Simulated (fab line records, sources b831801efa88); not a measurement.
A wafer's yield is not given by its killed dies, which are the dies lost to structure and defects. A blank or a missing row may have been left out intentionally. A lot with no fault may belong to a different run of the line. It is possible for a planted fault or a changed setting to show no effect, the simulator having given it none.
What tool caused it?	flow sky130	10 lots with 30 wafers sampled at 2 steps, on a route of 708 steps

== WHAT THE GAUGES SHOWED, per wafer ==
SKY_METAL1_CD_MEAS_15: the cd target is 140 nm. Usual: 140.2 nm for cd_nm, sd 1.3.
lot	measured	on	cd_nm (nm)	flag
L731	day 32 19:26	cd_sem-02	139.0 139.4 139.6	
L732	day 33 16:32	cd_sem-02	140.9 139.5 140.6	
L733	day 33 21:26	cd_sem-01	141.4 141.5 140.2	
L734	day 34 13:01	cd_sem-02	140.2 141.1 140.6	
L735	day 34 20:52	cd_sem-02	142.4 141.2 141.7	
L742	day 36 19:02	cd_sem-02	140.8 142.8 140.8	
L745	day 38 06:31	cd_sem-02	141.2 140.1 141.5	
L748	day 39 13:47	cd_sem-01	139.1 138.8 139.2	
L750	day 40 00:47	cd_sem-02	138.0 138.4 137.5	
L752	day 40 09:31	cd_sem-02	141.0 141.6 141.1	

== TOOL THAT RAN EACH LOT (tool first, then ch and the chambers of the sampled wafers, then the start) ==
lot	SKY_CONTACT_ETCH_16
L731	rie_diel-02 ch 1,2,3, day 31 14:08
L732	rie_diel-04 ch 1,3, day 32 11:07
L733	rie_diel-02 ch 0,2,3, day 32 17:06
L734	rie_diel-04 ch 1,2, day 33 08:46
L735	rie_diel-04 ch 0,1, day 33 15:49
L742	rie_diel-02 ch 0,1,2, day 35 14:59
L745	rie_diel-02 ch 1,3, day 37 02:50
L748	rie_diel-04 ch 0,1, day 38 11:22
L750	rie_diel-02 ch 0,1,2, day 38 21:34
L752	rie_diel-02 ch 1,2,3, day 39 07:04
- SKY_CONTACT_ETCH_16: etches BARC in N2/H2, stops on SiO2, time 45.9 s, target depth 60 nm.

== AS READ BY THE TOOLS THEMSELVES (means over the sampled wafers that have a number; for cases with no such wafer, the mark the record gives instead) ==
SKY_CONTACT_ETCH_16. Usual: drypump_motor_current_A 5.7 A, standard deviation 0.48; oes_product_au 0.855 a.u., standard deviation 0.0046; throttle_valve_pct 13.225 %, standard deviation 0.009.
lot	tool	drypump_motor_current_A (A)	oes_product_au (a.u.)	throttle_valve_pct (%)	flag
L731	rie_diel-02	5.8	0.856	13.227	
L732	rie_diel-04	5.6	0.863	13.223	
L733	rie_diel-02	5.4	0.854	13.223	
L734	rie_diel-04	5.5	0.856	13.234	
L735	rie_diel-04	5.3	0.859	13.226	
L742	rie_diel-02	5.8	0.852	13.221	
L745	rie_diel-02	5.4	0.856	13.216	
L748	rie_diel-04	5.2	0.853	13.223	
L750	rie_diel-02	5.8	0.855	13.238	
L752	rie_diel-02	5.7	0.854	13.223	

== THE ANSWER, worked out from the rows above alone ==
Rule: take the mean of a lot's wafers that have a number; if it is more than 3 standard deviations from the usual mean, the lot is off. A lot without any number at a reading at which 4 lots or more have one is off too. The other lots that the step has rows for count as sound. First the gauges in route order, then the tools' own readings, where a lot's mean is used as printed above. At the first step where some lot is off, the reading lying furthest off is the one used; lots without a number count as furthest.
None of the lots is off at any reading shown; this tells nothing.

== WHAT THE SIMULATOR PUT IN ==
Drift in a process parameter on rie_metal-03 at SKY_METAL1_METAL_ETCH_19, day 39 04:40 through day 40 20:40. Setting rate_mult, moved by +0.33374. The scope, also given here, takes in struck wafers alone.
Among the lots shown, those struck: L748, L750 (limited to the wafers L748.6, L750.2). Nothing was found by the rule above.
